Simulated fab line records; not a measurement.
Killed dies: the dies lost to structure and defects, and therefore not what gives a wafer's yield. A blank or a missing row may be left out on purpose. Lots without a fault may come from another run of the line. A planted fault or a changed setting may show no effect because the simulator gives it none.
Commonality check across tools | flow sky130 | 10 lots, 30 wafers sampled

## REASON FOR OPENING
Of 10 lots, 3 have the reading RES_XHIGH_TW flagged at SKY_RES_XHIGH_TW_MEAS_09. No-fault wafers: 1644, standard deviation 9.
Rule: a lot is flagged in two cases, either no wafer of it has a number, or all its wafers with numbers fall more than 4 standard deviations from that mean. The rest of the lots are taken to be sound.

lot  | measured     | on            | RES_XHIGH_TW, wafer by wafer | flag
L479 | day 27 04:55 | film-metro-02 | 1649 1647 1649               |
L480 | day 27 10:48 | film-metro-01 | 1642 1650 1642               |
L483 | day 28 10:09 | film-metro-01 | 1647 1641 1643               |
L484 | day 28 18:47 | film-metro-02 | 1647 1653 1634               |
L487 | day 29 18:39 | film-metro-02 | 1639 1636 1639               |
L491 | day 31 08:24 | film-metro-01 | 1645 1647 1642               |
L492 | day 31 12:11 | film-metro-02 | 1653 1635 1650               |
L495 | day 32 13:29 | film-metro-04 | 1950 1935 1944               | FLAGGED
L496 | day 32 18:56 | film-metro-02 | 1930 1918 1936               | FLAGGED
L497 | day 32 22:15 | film-metro-01 | 1931 1932 1934               | FLAGGED
The mean of the flagged lots' numbers is 1934, +290 from the usual (+32 standard deviations).

## TOOL THAT RAN EACH LOT
The record holds 3 process steps before the reading, out of a route of 708 steps. Each cell gives the tool, then ch followed by the chambers the sampled wafers passed through, then the start.
lot  | flag    | SKY_POLY_CUT_ETCH_11               | SKY_RES_XHIGH_IMPLANT_07        | SKY_RES_XHIGH_STRIP_08
L479 |         | rie-diel-04 ch 1,2,3, day 24 17:17 | implanter-04 ch 0, day 27 04:40 | plasma-asher-03 ch 0,1, day 27 04:48
L480 |         | rie-diel-04 ch 3, day 24 22:04     | implanter-04 ch 0, day 27 10:34 | plasma-asher-02 ch 0,1, day 27 10:41
L483 |         | rie-diel-04 ch 0,1,3, day 25 22:56 | implanter-01 ch 0, day 28 09:55 | plasma-asher-03 ch 0,1, day 28 10:02
L484 |         | rie-diel-03 ch 0,1,3, day 26 09:02 | implanter-02 ch 0, day 28 18:32 | plasma-asher-03 ch 0,1, day 28 18:41
L487 |         | rie-diel-01 ch 2,3, day 27 09:20   | implanter-04 ch 0, day 29 18:24 | plasma-asher-02 ch 0,1, day 29 18:33
L491 |         | rie-diel-03 ch 0,1,3, day 29 00:08 | implanter-04 ch 0, day 31 08:09 | plasma-asher-02 ch 0,1, day 31 08:18
L492 |         | rie-diel-01 ch 1,2,3, day 29 03:35 | implanter-01 ch 0, day 31 11:56 | plasma-asher-04 ch 0,1, day 31 12:05
L495 | FLAGGED | rie-diel-03 ch 0,2,3, day 30 05:35 | implanter-04 ch 0, day 32 13:14 | plasma-asher-02 ch 0,1, day 32 13:23
L496 | FLAGGED | rie-diel-03 ch 1,2, day 30 10:44   | implanter-04 ch 0, day 32 18:42 | plasma-asher-02 ch 0,1, day 32 18:50
L497 | FLAGGED | rie-diel-01 ch 0,2,3, day 30 15:41 | implanter-04 ch 0, day 32 22:00 | plasma-asher-03 ch 0,1, day 32 22:09
These steps, and what they do:
- SKY_POLY_CUT_ETCH_11: etches Si3N4 in CF4/CH2F2/Ar, stops on poly-Si, time 42.5 s, target depth 60 nm.
- SKY_RES_XHIGH_IMPLANT_07
- SKY_RES_XHIGH_STRIP_08: strips in O2/N2.
- SKY_RES_XHIGH_TW_MEAS_09

## FLAGGED AGAINST TOTAL, ONE TOOL AT A TIME (gauges that did the reading follow at the end)
step                     | tool            | lots run | flagged | share of the flagged lots | sound lots run after its first flagged lot
SKY_POLY_CUT_ETCH_11     | rie-diel-01     | 3        | 1       | some                      | 0
SKY_POLY_CUT_ETCH_11     | rie-diel-03     | 4        | 2       | some                      | 0
SKY_POLY_CUT_ETCH_11     | rie-diel-04     | 3        | 0       | none                      | -
SKY_RES_XHIGH_IMPLANT_07 | implanter-01    | 2        | 0       | none                      | -
SKY_RES_XHIGH_IMPLANT_07 | implanter-02    | 1        | 0       | none                      | -
SKY_RES_XHIGH_IMPLANT_07 | implanter-04    | 7        | 3       | all                       | 0
SKY_RES_XHIGH_STRIP_08   | plasma-asher-02 | 5        | 2       | some                      | 0
SKY_RES_XHIGH_STRIP_08   | plasma-asher-03 | 4        | 1       | some                      | 0
SKY_RES_XHIGH_STRIP_08   | plasma-asher-04 | 1        | 0       | none                      | -
SKY_RES_XHIGH_TW_MEAS_09 | film-metro-01   | 4        | 1       | some                      | 0
SKY_RES_XHIGH_TW_MEAS_09 | film-metro-02   | 5        | 1       | some                      | 0
SKY_RES_XHIGH_TW_MEAS_09 | film-metro-04   | 1        | 1       | some                      | 0

## THE TABLE: WHAT IT ALLOWS
In the table, 1 row covers all flagged lots: implanter-04 at SKY_RES_XHIGH_IMPLANT_07.
- implanter-04 at SKY_RES_XHIGH_IMPLANT_07 ran 7 lots, 3 of them flagged. Its last sound lot is L491 (day 31 08:09), its first flagged lot L495 (day 32 13:14): a fault that began between those two fits. Its own readings (beam-on-s, dose-ions-cm2) fall more than 4 standard deviations out on all wafers of the flagged lots.
One tool is left: implanter-04 at SKY_RES_XHIGH_IMPLANT_07.

## WHAT HAD BEEN PUT IN BY THE SIMULATOR
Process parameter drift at SKY_RES_XHIGH_IMPLANT_07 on implanter-04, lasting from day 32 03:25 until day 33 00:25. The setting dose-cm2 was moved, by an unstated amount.
Lots struck among those shown: L495, L496, L497. The rule given above showed the same thing.
